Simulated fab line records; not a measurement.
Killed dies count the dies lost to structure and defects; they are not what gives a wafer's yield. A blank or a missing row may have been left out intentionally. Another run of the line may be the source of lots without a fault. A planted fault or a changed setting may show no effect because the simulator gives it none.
2 desks looking at one fault || flow gf180mcu || every desk sees just its own numbers, and what lay behind them comes last

TOOL OWNER'S DESK, pecvd-04
The tool's own readings at GF_PASSIVATION_CVD_02 (deposits Si3N4, target thk 700 nm, time 486.18 s): means of the sampled wafers that have a number, for each lot that ran on this tool. Any lot whose mean is over 4 standard deviations away from the usual mean is out of limits and marked OUT; that distance is given in the brackets.
Columns: A = heater-power-outer-w at GF_PASSIVATION_CVD_02, usual 412 W; B = heater-power-w at GF_PASSIVATION_CVD_02, usual 699 W
{"lot": "L758", "first seen here": "day 28 07:31", "A": 405, "B": 689}
{"lot": "L760", "first seen here": "day 28 23:05", "A": 387, "B": 662}
{"lot": "L762", "first seen here": "day 29 17:01", "A": 427, "B": 739}
{"lot": "L765", "first seen here": "day 30 17:34", "A": 419, "B": 715}
{"lot": "L770", "first seen here": "day 31 22:42", "A": 461, "B": 773}
{"lot": "L780", "first seen here": "day 34 14:11", "A": 437, "B": 740}
This desk's finding: nothing out of limits on any of the 6 lots.

AT THE METROLOGY DESK
What the gauges read for every lot (on any tool): the sampled wafers with a number, averaged. Any lot whose mean is over 4 standard deviations away from the usual mean is out of limits and marked OUT; that distance is given in the brackets.
Columns: A = cd-nm at GF_TOP_METAL_CD_MEAS_14, usual 440.4 nm
{"lot": "L758", "first seen here": "day 28 06:31", "A": 444.2}
{"lot": "L760", "first seen here": "day 28 22:06", "A": 439.1}
{"lot": "L762", "first seen here": "day 29 16:02", "A": 441.5}
{"lot": "L765", "first seen here": "day 30 16:34", "A": 441.2}
{"lot": "L766", "first seen here": "day 30 17:47", "A": 441.1}
{"lot": "L768", "first seen here": "day 31 02:59", "A": 442.1}
{"lot": "L769", "first seen here": "day 31 19:49", "A": 441.3}
{"lot": "L770", "first seen here": "day 31 21:35", "A": 441.8}
{"lot": "L771", "first seen here": "day 32 06:25", "A": 440.6}
{"lot": "L772", "first seen here": "day 32 07:41", "A": 438.4}
{"lot": "L777", "first seen here": "day 33 12:39", "A": 438.2}
{"lot": "L778", "first seen here": "day 33 17:52", "A": 442.0}
{"lot": "L780", "first seen here": "day 34 13:10", "A": 441.8}
{"lot": "L781", "first seen here": "day 34 13:50", "A": 437.3}
This desk's finding: nothing out of limits on any of the 14 lots.

TAKEN TOGETHER
The desk of the tool owner found nothing out of limits.
Metrology desk: nothing out of limits seen.

WHAT HAD BEEN PUT IN BY THE SIMULATOR
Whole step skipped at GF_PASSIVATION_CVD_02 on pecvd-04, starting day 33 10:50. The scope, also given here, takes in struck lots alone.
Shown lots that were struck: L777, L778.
